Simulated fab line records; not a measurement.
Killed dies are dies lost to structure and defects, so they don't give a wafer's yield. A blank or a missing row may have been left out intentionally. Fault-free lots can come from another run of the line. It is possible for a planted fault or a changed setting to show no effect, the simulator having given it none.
Comparing a struck lot with a sound one ; flow gf180mcu ; 15 out of 602 route steps
Sound: these wafers, L897.1, L897.4, L897.5. Struck: wafers L903.2, L903.4, L903.5. At the end, the cause is stated.
At each step with rows: each side's tool, then ch and its chambers, then its first start. Under that, the readings that differ: sound wafers ; struck wafers ; difference of the means ; sigmas: that difference in standard deviations of wafers without a fault.
alike: readings with means less than 2 such deviations apart, plus words and numbers identical on both sides. not compared: withheld readings, readings lacking a value on some wafer, bounds such as >300 that could conceal the same value, and numbers that have no deviation in the record and whose values overlap.
The two part at a step that has a row with sigmas, a row that says differs or no value, or rows on one side only. Numbers that don't overlap but have no deviation are shown without sigmas and don't part them. Lack of a reading on every wafer of one side parts them only where that side has two or more wafers.

first, 1 step without rows for these wafers: GF_HV_LDD_IMPLANT_09.
GF_HV_LDD_STRIP_10: strips in O2/N2.
  sound on plasma_asher-02 ch 0,1, day 12 12:50; struck on plasma_asher-02 ch 0,1, day 14 06:38
  alike: drypump_motor_current_A, heater_power_w, n2_flow_sccm, oes_product_au, strip_time_to_endpoint_s
  not compared: rf_hours_counter_h
GF_HV_LDD_TW_MEAS_11:
  sound on film_metro-04 at day 12 12:56; struck on film_metro-04 at day 14 06:44
  alike: HV_LDD_TW
then, 7 steps without rows for these wafers: GF_HV_LDD_DEHYDRATE_12 (time 60 s); GF_HV_LDD_HMDS_13 (prime time 60 s); GF_HV_LDD_COAT_14 (resist thk 1000 nm); GF_HV_LDD_SOFTBAKE_15 (time 60 s); GF_HV_LDD_EXPOSE_16 (exposes mask Pplus LV AREA, target cd 400 nm); GF_HV_LDD_PEB_17; GF_HV_LDD_DEVELOP_18 (develop time 60 s).
GF_HV_LDD_CD_MEAS_19: target cd 400 nm.
  sound on cd_sem-02 at day 13 08:36; struck on cd_sem-02 at day 15 04:01
  alike: cd_nm
GF_HV_LDD_OVL_MEAS_20:
  sound on overlay-02 at day 13 08:43; struck on overlay-02 at day 15 04:07
  alike: HV_LDD_01_OVL
GF_HV_LDD_IMPLANT_21:
  sound on implanter-02 ch 0, day 13 08:45; struck on implanter-02 ch 0, day 15 04:10
reading;sound;struck;difference;sigmas
tilt_deg (degrees);6.992 6.998 6.995;6.339 6.322 6.330;-0.665;-32
  alike: beam_on_s
GF_HV_LDD_STRIP_22: strips in O2/N2.
  sound on plasma_asher-03 ch 0,1, day 13 08:54; struck on plasma_asher-03 ch 0,1, day 15 04:18
  alike: drypump_motor_current_A, heater_power_w, n2_flow_sccm, oes_product_au, strip_time_to_endpoint_s
  not compared: rf_hours_counter_h
GF_PASSIVATION_PROBE_99:
  sound wafers here have rows in the record (prober-02, day 31 12:27); struck ones have none

WHERE THEY PART
At GF_HV_LDD_IMPLANT_21 first; at GF_PASSIVATION_PROBE_99 last (within this record only).

WHY: what the simulator had put in
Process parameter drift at GF_HV_LDD_IMPLANT_21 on implanter-02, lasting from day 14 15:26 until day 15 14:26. A move of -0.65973 in setting tilt_deg, from 7. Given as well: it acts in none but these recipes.
